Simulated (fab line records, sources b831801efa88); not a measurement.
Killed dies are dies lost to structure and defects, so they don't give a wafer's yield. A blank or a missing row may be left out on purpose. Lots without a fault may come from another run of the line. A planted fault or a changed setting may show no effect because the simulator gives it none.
Which tool did it? | flow sky130 | 24 lots, 72 wafers sampled, at 6 steps of a route of 708

WHAT THE GAUGES READ, wafer by wafer
SKY_LI_CONTACT_THK_MEAS_23: measures by xrf.
lot  | measured     | on            | LI_CONTACT_W_THK (nm)
L074 | day 29 05:57 | film_metro-02 | 397 390 392
L075 | day 29 19:12 | film_metro-01 | 395 387 394
L076 | day 29 17:23 | film_metro-02 | 388 388 388
L077 | day 30 05:08 | film_metro-04 | 391 393 398
L078 | day 30 16:26 | film_metro-04 | 392 398 392
L079 | day 30 17:34 | film_metro-02 | 388 385 392
L080 | day 31 04:22 | film_metro-02 | 383 383 382
L081 | day 32 07:20 | film_metro-04 | 402 403 398
L082 | day 32 09:14 | film_metro-01 | 391 387 397
L083 | day 32 18:40 | film_metro-01 | 401 396 399
L084 | day 33 08:52 | film_metro-01 | 391 395 390
L085 | day 33 11:07 | film_metro-02 | 385 390 391
L086 | day 33 19:44 | film_metro-04 | 390 400 400
L087 | day 34 08:17 | film_metro-01 | 394 399 392
L088 | day 34 07:47 | film_metro-04 | 404 404 403
L089 | day 34 15:58 | film_metro-04 | 402 405 405
L090 | day 35 09:09 | film_metro-04 | 395 395 398
L091 | day 35 08:12 | film_metro-01 | 393 394 394
L092 | day 35 20:35 | film_metro-01 | 391 395 396
L093 | day 35 15:50 | film_metro-02 | 389 387 393
L094 | day 35 20:55 | film_metro-04 | 398 388 399
L095 | day 36 02:58 | film_metro-04 | 397 397 399
L096 | day 36 13:15 | film_metro-02 | 386 389 391
L097 | day 36 14:12 | film_metro-02 | 386 391 386

SKY_CAPM_RS_MEAS_03: measures by four-point-probe.
lot  | measured     | on            | CAPM_TIN_RS (ohm/sq)
L074 | day 36 07:13 | film_metro-03 | 7.09 7.04 6.98
L075 | day 36 21:59 | film_metro-02 | 7.10 7.04 7.10
L076 | day 36 19:23 | film_metro-02 | 6.91 7.03 7.07
L077 | day 37 06:05 | film_metro-02 | 6.94 6.96 6.90
L078 | day 37 17:30 | film_metro-02 | 7.02 7.05 7.01
L079 | day 37 18:58 | film_metro-03 | 6.93 6.92 6.90
L080 | day 38 05:44 | film_metro-03 | 6.80 6.79 6.85
L081 | day 39 06:38 | film_metro-03 | 6.93 6.92 6.82
L082 | day 39 08:28 | film_metro-02 | 6.90 6.87 6.83
L083 | day 39 14:36 | film_metro-03 | 6.76 6.82 6.81
L084 | day 40 05:32 | film_metro-04 | 6.99 6.99 7.00
L085 | day 40 08:01 | film_metro-04 | 6.92 6.97 6.98
L086 | day 40 14:35 | film_metro-02 | 6.92 6.93 6.92
L087 | day 41 03:38 | film_metro-03 | 6.86 6.92 6.92
L088 | day 41 03:11 | film_metro-03 | 6.83 6.90 6.89
L089 | day 41 10:33 | film_metro-03 | 6.92 6.93 6.87
L090 | day 41 23:10 | film_metro-03 | 7.02 6.98 6.99
L091 | day 41 22:23 | film_metro-03 | 6.99 7.00 7.04
L092 | day 42 11:40 | film_metro-04 | 7.10 7.05 6.98
L093 | day 42 07:52 | film_metro-03 | 7.02 7.00 7.01
L094 | day 42 12:28 | film_metro-02 | 6.83 6.88 6.87
L095 | day 42 18:39 | film_metro-04 | 6.87 6.87 6.91
L096 | day 43 01:47 | film_metro-02 | 6.83 6.85 6.84
L097 | day 43 03:33 | film_metro-03 | 6.96 6.96 6.93

WHICH TOOL RAN EACH LOT (tool, then ch and the chambers of the sampled wafers, then the start)
lot  | SKY_FIELD_ISO_STRIP_16              | SKY_LOCAL_INTERCONNECT_METAL_ETCH_14 | SKY_CONTACT_CMP_04            | SKY_CONTACT_CMP_27
L074 | plasma_asher-02 ch 0,1, day 2 05:49 | rie_metal-04 ch 0,1, day 30 10:12    | cmp-01 ch 0,1,2, day 30 11:04 | cmp-01 ch 0,2,3, day 31 16:13
L075 | plasma_asher-02 ch 0,1, day 2 11:16 | rie_metal-01 ch 0,1, day 30 23:21    | cmp-02 ch 0,1, day 31 00:14   | cmp-02 ch 1,2, day 32 06:04
L076 | plasma_asher-02 ch 0,1, day 2 14:43 | rie_metal-03 ch 0,1, day 30 22:14    | cmp-01 ch 0,1,2, day 30 23:09 | cmp-01 ch 0,1,3, day 32 04:24
L077 | plasma_asher-02 ch 0,1, day 2 19:46 | rie_metal-01 ch 0,1, day 31 09:18    | cmp-01 ch 1,3, day 31 10:13   | cmp-01 ch 1,2, day 32 15:35
L078 | plasma_asher-04 ch 0,1, day 3 01:58 | rie_metal-01 ch 0, day 31 20:58      | cmp-01 ch 0,1,3, day 31 21:58 | cmp-02 ch 1,2, day 33 02:25
L079 | plasma_asher-01 ch 0,1, day 3 07:22 | rie_metal-04 ch 0,1, day 31 22:03    | cmp-02 ch 0,3, day 31 22:55   | cmp-01 ch 0,1, day 33 03:55
L080 | plasma_asher-04 ch 0,1, day 3 13:13 | rie_metal-01 ch 0,1, day 32 08:45    | cmp-02 ch 1,2, day 32 09:37   | cmp-01 ch 1,2,3, day 33 14:28
L081 | plasma_asher-01 ch 0,1, day 3 16:11 | rie_metal-03 ch 0,1, day 33 10:47    | cmp-02 ch 0,1,3, day 33 11:44 | cmp-01 ch 0,2,3, day 34 15:46
L082 | plasma_asher-04 ch 1, day 3 22:55   | rie_metal-04 ch 0,1, day 33 12:13    | cmp-01 ch 2,3, day 33 13:08   | cmp-02 ch 0,2,3, day 34 17:16
L083 | plasma_asher-02 ch 0,1, day 4 03:53 | rie_metal-04 ch 0,1, day 33 21:59    | cmp-01 ch 0,3, day 33 22:53   | cmp-02 ch 0,1, day 35 02:47
L084 | plasma_asher-01 ch 0,1, day 4 08:36 | rie_metal-03 ch 0,1, day 34 12:09    | cmp-01 ch 1,2, day 34 13:08   | cmp-02 ch 0,1,3, day 35 17:13
L085 | plasma_asher-02 ch 0,1, day 4 13:48 | rie_metal-01 ch 0,1, day 34 14:53    | cmp-02 ch 1,2,3, day 34 15:52 | cmp-02 ch 0,1,2, day 35 19:40
L086 | plasma_asher-01 ch 0,1, day 4 20:06 | rie_metal-04 ch 0,1, day 34 22:15    | cmp-01 ch 0,3, day 34 23:07   | cmp-01 ch 2,3, day 36 02:31
L087 | plasma_asher-02 ch 0,1, day 5 01:11 | rie_metal-03 ch 0,1, day 35 11:33    | cmp-02 ch 0,2, day 35 12:29   | cmp-02 ch 1,2,3, day 36 15:58
L088 | plasma_asher-02 ch 0,1, day 5 06:16 | rie_metal-04 ch 0,1, day 35 10:56    | cmp-02 ch 0,2,3, day 35 11:55 | cmp-01 ch 1,2,3, day 36 15:28
L089 | plasma_asher-04 ch 0,1, day 5 15:43 | rie_metal-03 ch 0,1, day 35 18:57    | cmp-02 ch 1,2,3, day 35 20:04 | cmp-02 ch 1,3, day 36 23:25
L090 | plasma_asher-02 ch 0,1, day 5 20:24 | rie_metal-03 ch 0,1, day 36 11:53    | cmp-02 ch 0,2,3, day 36 12:47 | cmp-01 ch 2,3, day 37 16:28
L091 | plasma_asher-04 ch 0,1, day 6 02:19 | rie_metal-04 ch 0,1, day 36 10:54    | cmp-01 ch 1,2,3, day 36 11:49 | cmp-02 ch 0,2,3, day 37 15:32
L092 | plasma_asher-02 ch 0,1, day 6 06:09 | rie_metal-01 ch 0,1, day 36 23:19    | cmp-01 ch 0,1, day 37 00:29   | cmp-01 ch 0,1,3, day 38 03:50
L093 | plasma_asher-01 ch 0,1, day 6 09:05 | rie_metal-03 ch 1, day 36 17:19      | cmp-02 ch 0,1,3, day 36 18:19 | cmp-02 ch 0,2, day 37 21:46
L094 | plasma_asher-02 ch 0,1, day 6 11:14 | rie_metal-04 ch 0,1, day 36 23:39    | cmp-02 ch 2,3, day 37 00:52   | cmp-01 ch 0,3, day 38 04:11
L095 | plasma_asher-01 ch 0,1, day 6 17:19 | rie_metal-03 ch 0,1, day 37 05:40    | cmp-02 ch 0,1,2, day 37 06:40 | cmp-02 ch 0,2,3, day 38 10:11
L096 | plasma_asher-04 ch 0,1, day 7 02:58 | rie_metal-04 ch 0,1, day 37 16:12    | cmp-01 ch 1,2,3, day 37 17:30 | cmp-02 ch 0,1,2, day 38 20:06
L097 | plasma_asher-04 ch 0,1, day 7 04:11 | rie_metal-03 ch 0, day 37 16:56      | cmp-02 ch 1,3, day 37 17:58   | cmp-02 ch 1,2, day 38 21:28
- SKY_FIELD_ISO_STRIP_16: strips in O2/N2.
- SKY_LOCAL_INTERCONNECT_METAL_ETCH_14: etches TiN in Cl2/BCl3, stops on PSG, target depth 110 nm, time 31.4 s.
- SKY_CONTACT_CMP_04: polishes SiO2.
- SKY_CONTACT_CMP_27: polishes, stops on SiO2, t overpolish 15 s, target thk 0 nm.

WHAT THE TOOLS THEMSELVES READ (means of the sampled wafers that have a number; where no wafer has one, the mark that the record gives instead)
SKY_FIELD_ISO_STRIP_16.
lot  | tool            | drypump_motor_current_A (A) | oes_product_au (a.u.) | strip_time_to_endpoint_s (s)
L074 | plasma_asher-02 | 6.0                         | 0.380                 | 3.499
L075 | plasma_asher-02 | 5.7                         | 0.378                 | 3.506
L076 | plasma_asher-02 | 5.7                         | 0.375                 | 3.477
L077 | plasma_asher-02 | 5.7                         | 0.372                 | 3.458
L078 | plasma_asher-04 | 5.3                         | 0.374                 | 3.459
L079 | plasma_asher-01 | 5.9                         | 0.371                 | 3.466
L080 | plasma_asher-04 | 5.6                         | 0.373                 | 3.468
L081 | plasma_asher-01 | 5.5                         | 0.380                 | 3.538
L082 | plasma_asher-04 | 5.0                         | 0.374                 | 3.478
L083 | plasma_asher-02 | 6.0                         | 0.374                 | 3.502
L084 | plasma_asher-01 | 5.5                         | 0.376                 | 3.477
L085 | plasma_asher-02 | 5.7                         | 0.373                 | 3.477
L086 | plasma_asher-01 | 5.5                         | 0.378                 | 3.497
L087 | plasma_asher-02 | 6.0                         | 0.379                 | 3.487
L088 | plasma_asher-02 | 5.7                         | 0.378                 | 3.514
L089 | plasma_asher-04 | 5.6                         | 0.377                 | 3.510
L090 | plasma_asher-02 | 5.7                         | 0.380                 | 3.506
L091 | plasma_asher-04 | 5.3                         | 0.374                 | 3.487
L092 | plasma_asher-02 | 5.7                         | 0.374                 | 3.492
L093 | plasma_asher-01 | 5.9                         | 0.377                 | 3.506
L094 | plasma_asher-02 | 6.0                         | 0.377                 | 3.491
L095 | plasma_asher-01 | 5.5                         | 0.374                 | 3.518
L096 | plasma_asher-04 | 5.6                         | 0.377                 | 3.512
L097 | plasma_asher-04 | 5.6                         | 0.375                 | 3.479

SKY_LOCAL_INTERCONNECT_METAL_ETCH_14.
lot  | tool         | drypump_motor_current_A (A) | oes_product_au (a.u.) | throttle_valve_pct (%)
L074 | rie_metal-04 | 5.7                         | 0.945                 | 21.891
L075 | rie_metal-01 | 5.7                         | 0.942                 | 21.900
L076 | rie_metal-03 | 5.6                         | 0.945                 | 21.905
L077 | rie_metal-01 | 5.7                         | 0.936                 | 21.902
L078 | rie_metal-01 | 5.3                         | 0.945                 | 21.900
L079 | rie_metal-04 | 5.7                         | 0.940                 | 21.902
L080 | rie_metal-01 | 6.2                         | 0.940                 | 21.900
L081 | rie_metal-03 | 5.6                         | 0.944                 | 21.898
L082 | rie_metal-04 | 5.3                         | 0.948                 | 21.896
L083 | rie_metal-04 | 5.3                         | 0.944                 | 21.899
L084 | rie_metal-03 | 5.6                         | 0.941                 | 21.903
L085 | rie_metal-01 | 6.1                         | 0.947                 | 21.901
L086 | rie_metal-04 | 5.3                         | 0.939                 | 21.905
L087 | rie_metal-03 | 5.7                         | 0.942                 | 21.902
L088 | rie_metal-04 | 5.7                         | 0.944                 | 21.898
L089 | rie_metal-03 | 5.6                         | 0.945                 | 21.898
L090 | rie_metal-03 | 5.6                         | 0.943                 | 21.892
L091 | rie_metal-04 | 5.6                         | 0.938                 | 21.902
L092 | rie_metal-01 | 6.2                         | 0.950                 | 21.895
L093 | rie_metal-03 | 5.5                         | 0.943                 | 21.900
L094 | rie_metal-04 | 5.7                         | 0.955                 | 21.897
L095 | rie_metal-03 | 5.7                         | 0.950                 | 21.887
L096 | rie_metal-04 | 5.4                         | 0.949                 | 21.906
L097 | rie_metal-03 | 5.8                         | 0.937                 | 21.899

SKY_CONTACT_CMP_04.
lot  | tool   | head_pressure_psi (psi) | motor_current_A (A) | time_to_endpoint_s (s)
L074 | cmp-01 | 3.993                   | 11.9                | 82
L075 | cmp-02 | 4.005                   | 12.0                | 84
L076 | cmp-01 | 3.995                   | 11.7                | 78
L077 | cmp-01 | 3.986                   | 11.6                | 76
L078 | cmp-01 | 3.998                   | 10.9                | 85
L079 | cmp-02 | 4.000                   | 11.8                | 86
L080 | cmp-02 | 3.996                   | 12.6                | 79
L081 | cmp-02 | 4.001                   | 12.0                | 87
L082 | cmp-01 | 3.998                   | 12.7                | 85
L083 | cmp-01 | 3.995                   | 11.4                | 84
L084 | cmp-01 | 4.001                   | 12.2                | 84
L085 | cmp-02 | 3.993                   | 12.3                | 88
L086 | cmp-01 | 3.998                   | 11.0                | 84
L087 | cmp-02 | 3.994                   | 13.1                | 81
L088 | cmp-02 | 3.996                   | 12.9                | 81
L089 | cmp-02 | 4.001                   | 12.2                | 83
L090 | cmp-02 | 3.998                   | 12.6                | 81
L091 | cmp-01 | 3.990                   | 11.7                | 79
L092 | cmp-01 | 3.988                   | 11.4                | 81
L093 | cmp-02 | 3.996                   | 12.2                | 84
L094 | cmp-02 | 4.002                   | 13.0                | 85
L095 | cmp-02 | 3.995                   | 12.8                | 81
L096 | cmp-01 | 3.992                   | 12.1                | 80
L097 | cmp-02 | 4.006                   | 12.1                | 82

SKY_CONTACT_CMP_27.
lot  | tool   | head_pressure_psi (psi) | motor_current_A (A) | overpolish_run_s (s) | time_to_endpoint_s (s)
L074 | cmp-01 | 3.498                   | 10.9                | 14.999               | 81.5
L075 | cmp-02 | 3.502                   | 11.6                | 14.994               | 79.3
L076 | cmp-01 | 3.500                   | 10.1                | 15.008               | 78.3
L077 | cmp-01 | 3.503                   | 11.5                | 14.994               | 82.1
L078 | cmp-02 | 3.502                   | 11.9                | 15.000               | 82.5
L079 | cmp-01 | 3.500                   | 10.3                | 14.997               | 79.7
L080 | cmp-01 | 3.490                   | 10.9                | 14.999               | 80.9
L081 | cmp-01 | 3.504                   | 10.9                | 15.004               | 82.6
L082 | cmp-02 | 3.495                   | 11.6                | 15.001               | 87.9
L083 | cmp-02 | 3.503                   | 10.7                | 14.998               | 83.4
L084 | cmp-02 | 3.502                   | 11.1                | 14.998               | 81.1
L085 | cmp-02 | 3.502                   | 11.1                | 15.005               | 82.1
L086 | cmp-01 | 3.495                   | 11.5                | 15.000               | 81.7
L087 | cmp-02 | 3.498                   | 11.7                | 14.999               | 81.2
L088 | cmp-01 | 3.500                   | 11.0                | 15.000               | 78.6
L089 | cmp-02 | 3.504                   | 10.9                | 14.991               | 81.2
L090 | cmp-01 | 3.497                   | 10.6                | 14.991               | 80.2
L091 | cmp-02 | 3.503                   | 11.6                | 15.002               | 79.5
L092 | cmp-01 | 3.498                   | 10.6                | 15.009               | 80.1
L093 | cmp-02 | 3.501                   | 11.6                | 15.003               | 81.2
L094 | cmp-01 | 3.495                   | 10.1                | 14.990               | 77.4
L095 | cmp-02 | 3.504                   | 11.5                | 14.996               | 82.1
L096 | cmp-02 | 3.499                   | 11.3                | 15.002               | 82.7
L097 | cmp-02 | 3.504                   | 12.0                | 14.993               | 82.8

THE ANSWER, worked out from the rows above alone
Rule: what is usual is taken from the lots themselves. Put in order of their means at a reading, lots are off if they are a third of the lots or fewer, leave a main group of 4 or more, and stand apart from it by a gap of 3 or more times the standard deviation of the main group's means; of several such gaps the widest counts. A main group whose means are all the same, to the digits that the tables above print for the reading, isn't used. A lot without any number at a reading at which 4 lots or more have one is off too. The other lots that the step has rows for count as sound. The gauges are gone through in route order, then the tools' own readings, and for those a lot's mean is taken as printed above. The first step at which some lot is off is used, and at that step the reading that is off furthest; a lot without a number counts as furthest.
No lot is off at any reading shown: from this, nothing can be told.

WHAT THE SIMULATOR HAD PUT IN
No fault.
